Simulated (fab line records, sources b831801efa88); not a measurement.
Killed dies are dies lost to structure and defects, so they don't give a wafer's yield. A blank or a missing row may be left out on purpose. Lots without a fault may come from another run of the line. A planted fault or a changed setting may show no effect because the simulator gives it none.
One fault seen from 2 desks | flow gf180mcu | each desk has only its own numbers; what lay behind them comes last

THE TOOL OWNER'S DESK: pvd_sputter-02
The tool's own readings at GF_MIM_SPUTTER_08 (material AlCu, target thk 200 nm, time 10.6 s): means of the sampled wafers that have a number, for each lot that ran on this tool. A lot is out of limits, marked OUT, if its mean lies more than 4 standard deviations from the usual mean; the brackets give that distance.
Columns: A = cathode_dc_power_W at GF_MIM_SPUTTER_08, usual 10600 W; B = throttle_valve_pct at GF_MIM_SPUTTER_08, usual 30.0 %
lot  | first seen here | A                       | B
L428 | day 24 10:52    | 10599                   | 31.1
L439 | day 28 00:52    | 10600                   | 31.7
L441 | day 28 22:29    | 11614 (+99 or more) OUT | 31.9
L443 | day 29 07:16    | 11616 (+99 or more) OUT | 31.1
This desk's finding: out of limits on L441, L443; first on L441, day 28 22:29 (cathode_dc_power_W at GF_MIM_SPUTTER_08). In limits: L428, L439.

THE METROLOGY DESK
What the gauges read, lot by lot, whatever tool the lot ran on: means of the sampled wafers that have a number. A lot is out of limits, marked OUT, if its mean lies more than 4 standard deviations from the usual mean; the brackets give that distance.
Columns: A = MIM_CVD_05_THK at GF_MIM_THK_MEAS_06, usual 41.6 nm; B = MIM_ALCU_RS at GF_MIM_RS_MEAS_10, usual 0.1605 ohm/sq; C = MIM_ALCU_THK at GF_MIM_THK_MEAS_11, usual 198.1 nm
lot  | first seen here | A    | B                 | C
L428 | day 24 10:46    | 42.0 | 0.1614            | 197.0
L430 | day 25 05:50    | 42.6 | 0.1618            | 196.0
L432 | day 25 19:46    | 41.1 | 0.1602            | 196.4
L439 | day 28 00:46    | 41.6 | 0.1625            | 197.7
L440 | day 28 05:55    | 41.2 | 0.1631            | 195.1
L441 | day 28 22:23    | 42.3 | 0.1493 (-5.6) OUT | 217.5 (+7.4) OUT
L442 | day 29 01:22    | 41.3 | 0.1612            | 199.0
L443 | day 29 07:10    | 41.2 | 0.1470 (-6.7) OUT | 217.9 (+7.6) OUT
L445 | day 29 21:16    | 41.4 | 0.1592            | 198.9
L450 | day 31 13:57    | 41.5 | 0.1593            | 199.4
This desk's finding: out of limits on L441, L443; first on L441, day 28 22:34 (MIM_ALCU_RS at GF_MIM_RS_MEAS_10). In limits: L428, L430, L432, L439, L440, L442, L445, L450.

PUT TOGETHER
The tool owner's desk could have raised an alarm at day 28 22:29, on L441, L443.
The metrology desk could have raised an alarm at day 28 22:34, on L441, L443.
Of the lots named, all ran GF_MIM_SPUTTER_08 on pvd_sputter-02.

WHAT THE SIMULATOR HAD PUT IN
Process parameter drift: pvd_sputter-02, from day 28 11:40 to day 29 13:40, at GF_MIM_SPUTTER_08. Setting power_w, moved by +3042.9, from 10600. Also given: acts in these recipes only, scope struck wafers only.
Lots struck among those shown: L441, L443.
Hours from the fault's start to each desk's first reading out of limits: the tool owner's desk, 11; the metrology desk, 11.
